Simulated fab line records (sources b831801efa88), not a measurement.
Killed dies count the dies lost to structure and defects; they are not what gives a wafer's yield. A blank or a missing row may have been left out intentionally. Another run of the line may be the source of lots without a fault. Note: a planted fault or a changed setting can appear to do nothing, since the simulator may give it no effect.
Matching of chambers    flow gf180mcu    GF_PASSIVATION_CVD_00 on pecvd-04: 3 sister chambers
The step deposits SiO2 from TEOS, target thk 1000 nm, time 111.95 s. 6 wafers are shown with their chamber, then 7 later ones without.

## WAFERS, EACH WITH ITS CHAMBER
wafer   chamber  heater_power_w (W)
L630.5  2        460
L637.2  1        641
L637.4  1        667
L637.6  0        458
L638.1  2        596
L638.2  0        483

## WAFERS WHOSE CHAMBER IS MISSING
wafer   heater_power_w (W)
L638.3  570
L643.2  484
L643.5  616
L643.6  437
L648.1  496
L648.4  535
L648.6  542

## WHICH CHAMBER EACH ONE RAN IN
wafer   from the rows above           in truth
L638.3  can't be placed: 2 or 1 or 0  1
L643.2  can't be placed: 0 or 2       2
L643.5  can't be placed: 1 or 2 or 0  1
L643.6  can't be placed: 0 or 2       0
L648.1  can't be placed: 0 or 2       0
L648.4  can't be placed: 2 or 0 or 1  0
L648.6  can't be placed: 2 or 0 or 1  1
Correct placement for 0 of the 7. From these rows, 7 cannot be placed; in 7 the true chamber is one of the candidates. Placed wrongly: 0.
How it was worked out, from the rows above alone: a wafer's distance from a chamber is the root of the sum, over the readings, of the square of ((its reading less the chamber's mean) divided by the reading's scatter). The wafer belongs to the nearest chamber; if the next one is less than 2 further off, it can't be placed. The mean given for a chamber averages the wafers shown for that chamber. How the scatter is found: for the shown wafers, subtract from each reading the mean of its chamber, square and add these, divide the total by (wafers less chambers), then take the root.
